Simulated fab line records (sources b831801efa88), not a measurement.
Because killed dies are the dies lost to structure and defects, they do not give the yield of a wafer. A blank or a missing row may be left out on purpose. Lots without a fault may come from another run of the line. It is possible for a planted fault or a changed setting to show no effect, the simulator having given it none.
Which tool is to blame? | flow sky130 | Sampling: 15 lots, 45 wafers, 6 of 708 route steps

## WHAT EACH GAUGE READ, for each wafer
SKY_POLY_GATE_OVL_MEAS_14.
lot  | measured     | on         | POLY_GATE_OVL (nm)
L383 | day 15 23:53 | overlay-01 | 5 0 1
L384 | day 16 21:52 | overlay-01 | 9 11 11
L389 | day 18 09:25 | overlay-02 | -4 1 1
L391 | day 19 00:32 | overlay-01 | -1 0 0
L392 | day 19 13:43 | overlay-01 | 0 -11 -1
L393 | day 20 05:31 | overlay-02 | 8 2 -3
L394 | day 21 02:14 | overlay-01 | 9 7 -1
L396 | day 21 05:52 | overlay-01 | -4 -9 0
L397 | day 21 15:49 | overlay-02 | 6 7 2
L400 | day 22 13:43 | overlay-02 | -1 -9 4
L401 | day 22 20:31 | overlay-01 | 2 0 6
L402 | day 23 06:04 | overlay-01 | -1 -1 -5
L403 | day 23 23:52 | overlay-01 | -7 -1 0
L405 | day 24 13:16 | overlay-02 | 10 6 6
L406 | day 24 20:20 | overlay-02 | -7 -9 -6

SKY_LDD_HVP_TW_MEAS_10.
lot  | measured     | on            | LDD_HVP_TW
L383 | day 21 17:08 | film-metro-03 | 465 464 466
L384 | day 22 06:44 | film-metro-01 | 459 461 458
L389 | day 23 17:05 | film-metro-04 | 456 458 457
L391 | day 24 08:05 | film-metro-01 | 459 458 459
L392 | day 24 21:10 | film-metro-04 | 30 30 30
L393 | day 25 12:29 | film-metro-03 | 31 31 31
L394 | day 26 07:31 | film-metro-04 | 30 30 30
L396 | day 26 12:32 | film-metro-03 | 465 470 467
L397 | day 26 19:56 | film-metro-01 | 460 460 460
L400 | day 27 16:05 | film-metro-01 | 457 455 455
L401 | day 27 20:29 | film-metro-03 | 467 467 470
L402 | day 28 06:44 | film-metro-01 | 456 455 456
L403 | day 28 21:29 | film-metro-04 | 459 458 458
L405 | day 29 09:01 | film-metro-03 | 472 465 469
L406 | day 29 15:54 | film-metro-03 | 467 468 468

## WHAT TOOL EACH LOT RAN ON (gives the tool, then ch and the chambers of the sampled wafers, and finally the start)
lot  | SKY_POLY_GATE_ETCH_15              | SKY_POLY_GATE_ETCH_16              | SKY_LDD_HVN_STRIP_09                 | SKY_LDD_HVP_STRIP_09
L383 | rie-diel-03 ch 0,1,3, day 15 23:55 | rie-diel-03 ch 0,1,3, day 15 23:59 | plasma-asher-01 ch 0,1, day 20 09:34 | plasma-asher-03 ch 0,1, day 21 17:02
L384 | rie-diel-03 ch 0,1,2, day 16 21:55 | rie-diel-03 ch 0,1,2, day 16 21:59 | plasma-asher-02 ch 0,1, day 20 23:23 | plasma-asher-02 ch 0,1, day 22 06:38
L389 | rie-diel-02 ch 0,1,3, day 18 09:28 | rie-diel-02 ch 0,1,3, day 18 09:32 | plasma-asher-02 ch 0,1, day 22 10:44 | plasma-asher-03 ch 0,1, day 23 16:59
L391 | rie-diel-02 ch 0,1, day 19 00:34   | rie-diel-02 ch 0,1, day 19 00:38   | plasma-asher-01 ch 0,1, day 23 02:01 | plasma-asher-02 ch 0,1, day 24 07:59
L392 | rie-diel-03 ch 0,2,3, day 19 13:45 | rie-diel-03 ch 0,2,3, day 19 13:50 | plasma-asher-02 ch 0,1, day 23 14:13 | plasma-asher-03 ch 0,1, day 24 21:04
L393 | rie-diel-02 ch 0,2,3, day 20 05:33 | rie-diel-02 ch 0,2,3, day 20 05:38 | plasma-asher-02 ch 0, day 24 06:10   | plasma-asher-04 ch 0,1, day 25 12:23
L394 | rie-diel-02 ch 0,1, day 21 02:16   | rie-diel-02 ch 0,1, day 21 02:20   | plasma-asher-01 ch 0,1, day 25 02:38 | plasma-asher-03 ch 0,1, day 26 07:25
L396 | rie-diel-04 ch 1,2,3, day 21 05:55 | rie-diel-04 ch 1,2,3, day 21 05:59 | plasma-asher-02 ch 0,1, day 25 07:07 | plasma-asher-04 ch 0,1, day 26 12:26
L397 | rie-diel-04 ch 1,2, day 21 15:52   | rie-diel-04 ch 1,2, day 21 15:56   | plasma-asher-02 ch 0,1, day 25 14:55 | plasma-asher-02 ch 0,1, day 26 19:50
L400 | rie-diel-03 ch 0,1,2, day 22 13:45 | rie-diel-03 ch 0,1,2, day 22 13:50 | plasma-asher-01 ch 0,1, day 26 11:20 | plasma-asher-03 ch 0,1, day 27 15:59
L401 | rie-diel-04 ch 0,1,3, day 22 20:33 | rie-diel-04 ch 0,1,3, day 22 20:38 | plasma-asher-02 ch 0,1, day 26 16:11 | plasma-asher-03 ch 0,1, day 27 20:23
L402 | rie-diel-03 ch 1,3, day 23 06:07   | rie-diel-03 ch 1,3, day 23 06:11   | plasma-asher-01 ch 0,1, day 27 03:23 | plasma-asher-03 ch 0,1, day 28 06:38
L403 | rie-diel-04 ch 1,2,3, day 23 23:55 | rie-diel-04 ch 1,2,3, day 23 23:59 | plasma-asher-03 ch 0,1, day 27 18:53 | plasma-asher-04 ch 0,1, day 28 21:23
L405 | rie-diel-03 ch 1,3, day 24 13:18   | rie-diel-03 ch 1,3, day 24 13:23   | plasma-asher-03 ch 0,1, day 28 05:58 | plasma-asher-02 ch 0,1, day 29 08:55
L406 | rie-diel-03 ch 0,2,3, day 24 20:22 | rie-diel-03 ch 0,2,3, day 24 20:26 | plasma-asher-01 ch 0,1, day 28 13:17 | plasma-asher-02 ch 0,1, day 29 15:47
- SKY_POLY_GATE_ETCH_15: etches BARC in N2/H2, stops on SiO2, time 118.5 s, target depth 110 nm.
- SKY_POLY_GATE_ETCH_16: etches Si3N4 in CH3F/O2, stops on poly-Si, time 147.5 s, target depth 75 nm.
- SKY_LDD_HVN_STRIP_09: strips in O2/N2.
- SKY_LDD_HVP_STRIP_09: strips in O2/N2.

## AS READ BY THE TOOLS THEMSELVES (means over the sampled wafers that have a number; for cases with no such wafer, the mark the record gives instead)
SKY_POLY_GATE_ETCH_15.
lot  | tool        | drypump-motor-current-A (A) | oes-product-au (a.u.) | throttle-valve-pct (%)
L383 | rie-diel-03 | 5.9                         | 0.715                 | 13.216
L384 | rie-diel-03 | 6.1                         | 0.723                 | 13.205
L389 | rie-diel-02 | 5.8                         | 0.715                 | 13.213
L391 | rie-diel-02 | 6.1                         | 0.713                 | 13.212
L392 | rie-diel-03 | 5.8                         | 0.710                 | 13.219
L393 | rie-diel-02 | 6.1                         | 0.717                 | 13.208
L394 | rie-diel-02 | 6.1                         | 0.715                 | 13.210
L396 | rie-diel-04 | 6.3                         | 0.720                 | 13.212
L397 | rie-diel-04 | 6.3                         | 0.716                 | 13.219
L400 | rie-diel-03 | 6.1                         | 0.714                 | 13.213
L401 | rie-diel-04 | 6.2                         | 0.713                 | 13.224
L402 | rie-diel-03 | 6.0                         | 0.712                 | 13.210
L403 | rie-diel-04 | 6.2                         | 0.713                 | 13.215
L405 | rie-diel-03 | 6.3                         | 0.717                 | 13.220
L406 | rie-diel-03 | 5.8                         | 0.713                 | 13.214

SKY_POLY_GATE_ETCH_16.
lot  | tool        | O2_flow_sccm (sccm) | drypump-motor-current-A (A) | oes-product-au (a.u.) | throttle-valve-pct (%)
L383 | rie-diel-03 | 29.96               | 5.9                         | 0.641                 | 10.533
L384 | rie-diel-03 | 30.09               | 6.1                         | 0.641                 | 10.529
L389 | rie-diel-02 | 30.03               | 5.8                         | 0.644                 | 10.527
L391 | rie-diel-02 | 29.98               | 6.1                         | 0.638                 | 10.529
L392 | rie-diel-03 | 29.98               | 5.8                         | 0.638                 | 10.535
L393 | rie-diel-02 | 30.11               | 6.1                         | 0.645                 | 10.532
L394 | rie-diel-02 | 29.99               | 6.1                         | 0.641                 | 10.539
L396 | rie-diel-04 | 29.99               | 6.3                         | 0.639                 | 10.543
L397 | rie-diel-04 | 29.99               | 6.3                         | 0.645                 | 10.540
L400 | rie-diel-03 | 30.05               | 6.1                         | 0.639                 | 10.530
L401 | rie-diel-04 | 29.97               | 6.2                         | 0.636                 | 10.534
L402 | rie-diel-03 | 30.01               | 6.0                         | 0.631                 | 10.540
L403 | rie-diel-04 | 30.00               | 6.3                         | 0.641                 | 10.534
L405 | rie-diel-03 | 30.01               | 6.3                         | 0.643                 | 10.535
L406 | rie-diel-03 | 29.98               | 5.8                         | 0.637                 | 10.540

SKY_LDD_HVN_STRIP_09.
lot  | tool            | chamber-pressure-mTorr (mTorr) | drypump-motor-current-A (A) | oes-product-au (a.u.) | strip-time-to-endpoint-s (s)
L383 | plasma-asher-01 | 1500.5                         | 5.3                         | 0.410                 | 4.173
L384 | plasma-asher-02 | 1498.2                         | 5.3                         | 0.405                 | 4.128
L389 | plasma-asher-02 | 1501.1                         | 5.3                         | 0.404                 | 4.122
L391 | plasma-asher-01 | 1500.4                         | 5.3                         | 0.406                 | 4.121
L392 | plasma-asher-02 | -                              | -                           | -                     | -
L393 | plasma-asher-02 | -                              | -                           | -                     | -
L394 | plasma-asher-01 | -                              | -                           | -                     | -
L396 | plasma-asher-02 | 1498.3                         | 5.3                         | 0.409                 | 4.150
L397 | plasma-asher-02 | 1501.2                         | 5.4                         | 0.410                 | 4.142
L400 | plasma-asher-01 | 1499.3                         | 5.3                         | 0.402                 | 4.131
L401 | plasma-asher-02 | 1500.0                         | 5.3                         | 0.410                 | 4.141
L402 | plasma-asher-01 | 1501.4                         | 5.7                         | 0.409                 | 4.135
L403 | plasma-asher-03 | 1499.4                         | 5.5                         | 0.406                 | 4.143
L405 | plasma-asher-03 | 1499.7                         | 5.5                         | 0.407                 | 4.121
L406 | plasma-asher-01 | 1500.4                         | 5.7                         | 0.410                 | 4.135

SKY_LDD_HVP_STRIP_09.
lot  | tool            | chamber-pressure-mTorr (mTorr) | drypump-motor-current-A (A) | oes-product-au (a.u.) | strip-time-to-endpoint-s (s)
L383 | plasma-asher-03 | 1501.4                         | 5.63                        | 0.410                 | 4.132
L384 | plasma-asher-02 | 1499.7                         | 5.36                        | 0.412                 | 4.132
L389 | plasma-asher-03 | 1498.8                         | 5.62                        | 0.405                 | 4.137
L391 | plasma-asher-02 | 1499.0                         | 5.35                        | 0.409                 | 4.142
L392 | plasma-asher-03 | 1500.7                         | 5.63                        | 0.602                 | 8.921
L393 | plasma-asher-04 | 1500.7                         | 5.92                        | 0.609                 | 8.988
L394 | plasma-asher-03 | 1500.3                         | 5.62                        | 0.609                 | 8.940
L396 | plasma-asher-04 | 1500.6                         | 5.97                        | 0.409                 | 4.123
L397 | plasma-asher-02 | 1501.2                         | 5.37                        | 0.406                 | 4.124
L400 | plasma-asher-03 | 1498.8                         | 5.62                        | 0.405                 | 4.136
L401 | plasma-asher-03 | 1500.1                         | 5.51                        | 0.413                 | 4.122
L402 | plasma-asher-03 | 1500.5                         | 5.48                        | 0.413                 | 4.118
L403 | plasma-asher-04 | 1500.2                         | 5.91                        | 0.408                 | 4.115
L405 | plasma-asher-02 | 1501.0                         | 5.36                        | 0.410                 | 4.133
L406 | plasma-asher-02 | 1500.8                         | 5.32                        | 0.409                 | 4.130

## THE ANSWER, worked out from the rows above alone
Rule: the lots themselves supply what counts as usual. Put in order of their means at a reading, lots are off if they are a third of the lots or fewer, leave a main group of 4 or more, and stand apart from it by a gap of 3 or more times the standard deviation of the main group's means; of several such gaps the widest counts. A main group whose means are all the same, to the digits that the tables above print for the reading, isn't used. Also off: a lot with no number at a reading for which 4 or more lots have one. The other lots that the step has rows for count as sound. After the gauges, taken in route order, come the tools' own readings; for these a lot's mean is taken, as printed above. At the first step where some lot is off, the reading lying furthest off is the one used; lots without a number count as furthest.
Off: at SKY_LDD_HVP_TW_MEAS_10 (LDD_HVP_TW), L392, L393, L394. For the main group the mean is 462 and the standard deviation 4.9.
If a tool, at a process step before that reading, ran all the lots that are off and no sound lot after the first of them, it fits. The gauges at SKY_LDD_HVP_TW_MEAS_10 aren't tried: what is off there is off at SKY_LDD_HVN_STRIP_09 too, on other tools, and a gauge's error can't cause that. No candidate that was tried fits.

## WHAT HAD BEEN PUT IN BY THE SIMULATOR
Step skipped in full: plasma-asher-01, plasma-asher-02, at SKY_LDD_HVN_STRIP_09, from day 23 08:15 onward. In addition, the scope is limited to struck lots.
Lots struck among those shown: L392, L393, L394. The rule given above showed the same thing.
